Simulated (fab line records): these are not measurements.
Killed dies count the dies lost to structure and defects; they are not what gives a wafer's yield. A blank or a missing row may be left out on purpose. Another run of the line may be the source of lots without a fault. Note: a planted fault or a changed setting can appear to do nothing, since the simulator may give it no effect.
Matching of chambers + flow gf180mcu + GF_V3_CVD_02 on pecvd-04 has 3 sister chambers
The step deposits SiO2 from TEOS, target thk 850 nm, time 94.851 s. 6 wafers are shown with their chamber, then 11 later ones without.

EACH WAFER AND ITS CHAMBER
| wafer  | chamber | heater-power-w (W) |
|--------|---------|--------------------|
| L085.6 | 2       | 779                |
| L088.1 | 2       | 804                |
| L089.1 | 1       | 667                |
| L089.4 | 0       | 740                |
| L089.6 | 1       | 546                |
| L091.1 | 0       | 832                |

WAFERS WITHOUT THEIR CHAMBER
| wafer  | heater-power-w (W) |
|--------|--------------------|
| L091.2 | 790                |
| L091.3 | 665                |
| L092.1 | 803                |
| L092.2 | 592                |
| L092.3 | 637                |
| L092.4 | 842                |
| L092.5 | 659                |
| L092.6 | 665                |
| L095.1 | 666                |
| L095.4 | 784                |
| L095.5 | 539                |

CHAMBER TAKEN BY EACH
| wafer  | from the rows above          | in truth |
|--------|------------------------------|----------|
| L091.2 | can't be placed: 2 or 0      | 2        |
| L091.3 | can't be placed: 1 or 0 or 2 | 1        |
| L092.1 | can't be placed: 2 or 0      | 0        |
| L092.2 | 1                            | 1        |
| L092.3 | can't be placed: 1 or 0 or 2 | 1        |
| L092.4 | can't be placed: 2 or 0      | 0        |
| L092.5 | can't be placed: 1 or 0 or 2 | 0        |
| L092.6 | can't be placed: 1 or 0 or 2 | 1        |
| L095.1 | can't be placed: 1 or 0 or 2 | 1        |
| L095.4 | can't be placed: 0 or 2      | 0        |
| L095.5 | 1                            | 1        |
Correct placement for 2 of the 11. Cannot be placed on the basis of these rows: 9; the candidates contain the true chamber in 9. Number placed wrongly: 0.
How it was worked out, from the rows above alone: a wafer's distance from a chamber is the root of the sum, over the readings, of the square of ((its reading less the chamber's mean) divided by the reading's scatter). The wafer belongs to the nearest chamber; if the next one is less than 2 further off, it can't be placed. A chamber's mean is the mean of its shown wafers. How the scatter is found: for the shown wafers, subtract from each reading the mean of its chamber, square and add these, divide the total by (wafers less chambers), then take the root.
